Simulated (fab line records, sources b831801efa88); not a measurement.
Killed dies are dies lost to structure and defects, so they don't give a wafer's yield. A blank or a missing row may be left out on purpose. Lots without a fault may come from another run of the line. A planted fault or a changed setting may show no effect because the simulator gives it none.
Chamber matching | flow sky130 | SKY_VIA4_ETCH_12 on rie_diel-04: 4 sister chambers
The step etches SiO2 in C4F8/O2/Ar, stops on TiN, target depth 580 nm. 18 wafers are shown with their chamber, then 9 later ones without.

WAFERS WITH THEIR CHAMBER
wafer  | chamber | oes_product_au (a.u.)
L076.4 | 2       | 0.924
L076.5 | 0       | 0.934
L076.6 | 3       | 0.931
L074.1 | 1       | 0.924
L074.2 | 0       | 0.924
L074.3 | 3       | 0.925
L074.4 | 2       | 0.921
L074.5 | 2       | 0.923
L074.6 | 3       | 0.929
L078.1 | 0       | 0.917
L078.2 | 2       | 0.926
L078.3 | 3       | 0.931
L079.1 | 3       | 0.929
L079.3 | 2       | 0.924
L079.6 | 3       | 0.923
L080.3 | 0       | 0.924
L080.4 | 1       | 0.929
L080.6 | 0       | 0.922

SIGNATURES (means of the wafers above)
reading        | chamber 0 | chamber 1 | chamber 2 | chamber 3 | scatter within a chamber
oes_product_au | 0.92420   | 0.92650   | 0.92360   | 0.92800   | 0.00408
Rule: a wafer's distance from a chamber is the root of the sum, over the readings, of the square of ((its reading less the chamber's mean) divided by the reading's scatter). The wafer belongs to the nearest chamber; if the next one is less than 2 further off, it can't be placed. The scatter: the root of (the sum of the squares of (reading less its chamber's mean) over the shown wafers, divided by (wafers less chambers)).

WAFERS WITHOUT THEIR CHAMBER
wafer  | oes_product_au (a.u.)
L085.2 | 0.927
L085.4 | 0.925
L085.6 | 0.924
L088.4 | 0.935
L088.5 | 0.923
L088.6 | 0.931
L091.1 | 0.928
L091.2 | 0.924
L091.3 | 0.921

WHICH CHAMBER EACH WENT THROUGH
wafer  | from the rows above               | in truth
L085.2 | can't be placed: 1 or 3 or 0 or 2 | 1
L085.4 | can't be placed: 0 or 2 or 1 or 3 | 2
L085.6 | can't be placed: 0 or 2 or 1 or 3 | 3
L088.4 | can't be placed: 3 or 1 or 0 or 2 | 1
L088.5 | can't be placed: 2 or 0 or 1 or 3 | 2
L088.6 | can't be placed: 3 or 1 or 0 or 2 | 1
L091.1 | can't be placed: 3 or 1 or 0 or 2 | 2
L091.2 | can't be placed: 0 or 2 or 1 or 3 | 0
L091.3 | can't be placed: 2 or 0 or 1 or 3 | 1
Placed correctly: 0 of 9. Can't be placed from these rows: 9 (the true chamber is among the candidates in 9). Placed wrongly: 0.
